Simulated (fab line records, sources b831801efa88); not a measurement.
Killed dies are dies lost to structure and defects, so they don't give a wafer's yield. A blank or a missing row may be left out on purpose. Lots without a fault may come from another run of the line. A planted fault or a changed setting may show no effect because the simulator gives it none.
Which tool did it? | flow sky130 | 9 lots, 27 wafers sampled, at 7 steps of a route of 708

WHAT THE GAUGES READ, wafer by wafer
SKY_METAL1_RS_MEAS_05: measures by four-point-probe. Usual: METAL1_ALCU_RS 0.1267 ohm/sq, standard deviation 0.0014.
lot  | measured     | on            | METAL1_ALCU_RS (ohm/sq) | flag
L852 | day 31 21:35 | film_metro-04 | 0.1284 0.1274 0.1277    |
L854 | day 32 12:53 | film_metro-03 | 0.1258 0.1257 0.1264    |
L856 | day 32 21:10 | film_metro-03 | 0.1293 0.1280 0.1282    |
L867 | day 36 20:37 | film_metro-01 | 0.1262 0.1600 0.1279    | OFF
L871 | day 38 04:38 | film_metro-03 | 0.1275 0.1276 0.1263    |
L872 | day 38 15:12 | film_metro-03 | 0.1273 0.1247 0.1256    |
L875 | day 39 01:18 | film_metro-04 | 0.1283 0.1274 0.1285    |
L873 | day 39 02:19 | film_metro-03 | 0.1257 0.1274 0.1267    |
L874 | day 39 04:32 | film_metro-01 | 0.1288 0.1296 0.1271    |

SKY_METAL1_THK_MEAS_06: measures by xrf. Usual: METAL1_ALCU_THK 250.0 nm, standard deviation 2.8.
lot  | measured     | on            | METAL1_ALCU_THK (nm) | flag
L852 | day 31 21:43 | film_metro-04 | 247.3 250.7 248.3    |
L854 | day 32 13:00 | film_metro-03 | 252.4 252.5 253.6    |
L856 | day 32 21:17 | film_metro-03 | 245.7 247.7 245.7    |
L867 | day 36 20:43 | film_metro-01 | 249.5 201.6 248.1    | OFF
L871 | day 38 04:45 | film_metro-03 | 250.9 248.6 250.6    |
L872 | day 38 15:19 | film_metro-03 | 249.6 256.6 252.3    |
L875 | day 39 01:25 | film_metro-04 | 247.9 248.6 247.8    |
L873 | day 39 02:26 | film_metro-03 | 251.4 248.2 249.7    |
L874 | day 39 04:39 | film_metro-01 | 247.1 243.9 251.2    |

SKY_VIA1_BOW_MEAS_03. Usual: VIA1_BOW 82 um, standard deviation 7.4.
lot  | measured     | on            | VIA1_BOW (um) | flag
L852 | day 33 02:13 | film_metro-02 | 82 83 81      |
L854 | day 33 17:28 | film_metro-04 | 78 81 73      |
L856 | day 34 01:29 | film_metro-03 | 82 93 97      |
L867 | day 38 00:49 | film_metro-03 | 85 84 83      |
L871 | day 39 07:34 | film_metro-03 | 81 71 75      |
L872 | day 39 17:41 | film_metro-03 | 73 80 81      |
L875 | day 40 04:17 | film_metro-04 | 85 76 76      |
L873 | day 40 04:49 | film_metro-04 | 100 86 79     |
L874 | day 40 07:10 | film_metro-03 | 92 74 69      |

WHICH TOOL RAN EACH LOT (tool, then ch and the chambers of the sampled wafers, then the start)
lot  | SKY_CONTACT_ETCH_17                | SKY_METAL1_SPUTTER_02        | SKY_METAL1_DESCUM_17              | SKY_METAL1_METAL_ETCH_19
L852 | rie_diel-03 ch 0,1, day 31 20:06   | pvd_sputter-03, day 31 21:30 | rie_metal-03 ch 0, day 33 00:58   | rie_metal-03 ch 0, day 33 01:03
L854 | rie_diel-04 ch 0,1, day 32 11:24   | pvd_sputter-03, day 32 12:47 | rie_metal-03 ch 1, day 33 16:02   | rie_metal-03 ch 1, day 33 16:13
L856 | rie_diel-02 ch 0,2, day 32 19:39   | pvd_sputter-01, day 32 21:04 | rie_metal-02 ch 0,1, day 34 00:13 | rie_metal-02 ch 0,1, day 34 00:18
L867 | rie_diel-02 ch 2,3, day 36 19:00   | pvd_sputter-03, day 36 20:29 | rie_metal-02 ch 0,1, day 37 23:28 | rie_metal-02 ch 0,1, day 37 23:37
L871 | rie_diel-04 ch 1,2,3, day 38 03:09 | pvd_sputter-02, day 38 04:32 | rie_metal-04 ch 0,1, day 39 06:17 | rie_metal-04 ch 0,1, day 39 06:23
L872 | rie_diel-03 ch 0,1,2, day 38 13:37 | pvd_sputter-01, day 38 15:06 | rie_metal-03 ch 0,1, day 39 16:26 | rie_metal-03 ch 0,1, day 39 16:32
L875 | rie_diel-04 ch 0,1,2, day 38 23:48 | pvd_sputter-01, day 39 01:13 | rie_metal-03 ch 0,1, day 40 02:53 | rie_metal-03 ch 0,1, day 40 02:59
L873 | rie_diel-03 ch 0,1, day 39 00:50   | pvd_sputter-02, day 39 02:13 | rie_metal-02 ch 0,1, day 40 03:28 | rie_metal-02 ch 0,1, day 40 03:33
L874 | rie_diel-03 ch 0,1,2, day 39 03:04 | pvd_sputter-01, day 39 04:26 | rie_metal-03 ch 0,1, day 40 05:52 | rie_metal-03 ch 0,1, day 40 05:57
- SKY_CONTACT_ETCH_17: etches SiO2 in C4F8/O2/Ar, stops on Si3N4, target depth 340 nm.
- SKY_METAL1_SPUTTER_02: material AlCu, target thk 250 nm, time 13.3 s.
- SKY_METAL1_DESCUM_17: chemistry O2, time 8 s.
- SKY_METAL1_METAL_ETCH_19: etches the open film in Cl2/BCl3, stops on SiO2, target depth 360 nm, time 78 s.

WHAT THE TOOLS THEMSELVES READ (means of the sampled wafers that have a number; where no wafer has one, the mark that the record gives instead)
SKY_CONTACT_ETCH_17. Usual: oes_product_au 0.892 a.u., standard deviation 0.0049.
lot  | tool        | oes_product_au (a.u.) | flag
L852 | rie_diel-03 | 0.890                 |
L854 | rie_diel-04 | 0.890                 |
L856 | rie_diel-02 | 0.892                 |
L867 | rie_diel-02 | 0.892                 |
L871 | rie_diel-04 | 0.897                 |
L872 | rie_diel-03 | 0.891                 |
L875 | rie_diel-04 | 0.888                 |
L873 | rie_diel-03 | 0.895                 |
L874 | rie_diel-03 | 0.891                 |

SKY_METAL1_SPUTTER_02. Usual: throttle_valve_pct 29.8 %, standard deviation 1.2.
lot  | tool           | throttle_valve_pct (%) | flag
L852 | pvd_sputter-03 | 29.7                   |
L854 | pvd_sputter-03 | 29.7                   |
L856 | pvd_sputter-01 | 30.8                   |
L867 | pvd_sputter-03 | 29.8                   |
L871 | pvd_sputter-02 | 28.8                   |
L872 | pvd_sputter-01 | 30.1                   |
L875 | pvd_sputter-01 | 30.3                   |
L873 | pvd_sputter-02 | 29.3                   |
L874 | pvd_sputter-01 | 30.3                   |

SKY_METAL1_DESCUM_17. Usual: drypump_motor_current_A 5.5 A, standard deviation 0.52; he_backside_leak_sccm 3.22 sccm, standard deviation 0.27; oes_product_au 1.006 a.u., standard deviation 0.01.
lot  | tool         | drypump_motor_current_A (A) | he_backside_leak_sccm (sccm) | oes_product_au (a.u.) | flag
L852 | rie_metal-03 | 5.4                         | 3.13                         | 1.002                 |
L854 | rie_metal-03 | 6.0                         | 3.42                         | 1.009                 |
L856 | rie_metal-02 | 5.0                         | 3.15                         | 0.995                 |
L867 | rie_metal-02 | 5.0                         | 3.12                         | 0.996                 |
L871 | rie_metal-04 | 5.3                         | 3.14                         | 1.014                 |
L872 | rie_metal-03 | 5.6                         | 3.26                         | 1.027                 |
L875 | rie_metal-03 | 5.9                         | 3.44                         | 1.011                 |
L873 | rie_metal-02 | 5.0                         | 4.04                         | 1.007                 | OFF
L874 | rie_metal-03 | 5.9                         | 3.32                         | 1.001                 |

SKY_METAL1_METAL_ETCH_19. Usual: drypump_motor_current_A 5.5 A, standard deviation 0.52; he_backside_leak_sccm 3.22 sccm, standard deviation 0.15; oes_product_au 0.854 a.u., standard deviation 0.0055; throttle_valve_pct 22.265 %, standard deviation 0.0097.
lot  | tool         | drypump_motor_current_A (A) | he_backside_leak_sccm (sccm) | oes_product_au (a.u.) | throttle_valve_pct (%) | flag
L852 | rie_metal-03 | 5.4                         | 3.15                         | 0.853                 | 22.262                 |
L854 | rie_metal-03 | 6.1                         | 3.46                         | 0.857                 | 22.261                 |
L856 | rie_metal-02 | 5.0                         | 3.11                         | 0.851                 | 22.272                 |
L867 | rie_metal-02 | 5.0                         | 3.10                         | 0.841                 | 22.258                 |
L871 | rie_metal-04 | 5.3                         | 3.24                         | 0.855                 | 22.269                 |
L872 | rie_metal-03 | 5.6                         | 3.29                         | 0.859                 | 22.262                 |
L875 | rie_metal-03 | 5.9                         | 3.31                         | 0.854                 | 22.262                 |
L873 | rie_metal-02 | 5.0                         | 3.25                         | 0.852                 | 22.256                 |
L874 | rie_metal-03 | 5.9                         | 3.38                         | 0.851                 | 22.263                 |

THE ANSWER, worked out from the rows above alone
Rule: a lot is off if the mean of its wafers that have a number lies more than 3 standard deviations from the usual mean. A lot without any number at a reading at which 4 lots or more have one is off too. The other lots that the step has rows for count as sound. The gauges are gone through in route order, then the tools' own readings, and for those a lot's mean is taken as printed above. The first step at which some lot is off is used, and at that step the reading that is off furthest; a lot without a number counts as furthest.
Off: L867, at SKY_METAL1_RS_MEAS_05 (METAL1_ALCU_RS).
A tool fits if, at a process step before that reading, it ran every lot that is off, and no sound lot after the first of them. The gauges at SKY_METAL1_RS_MEAS_05 are tried like those tools. Can't be told from this: 2 tools fit, rie_diel-02 at SKY_CONTACT_ETCH_17, pvd_sputter-03 at SKY_METAL1_SPUTTER_02.

WHAT THE SIMULATOR HAD PUT IN
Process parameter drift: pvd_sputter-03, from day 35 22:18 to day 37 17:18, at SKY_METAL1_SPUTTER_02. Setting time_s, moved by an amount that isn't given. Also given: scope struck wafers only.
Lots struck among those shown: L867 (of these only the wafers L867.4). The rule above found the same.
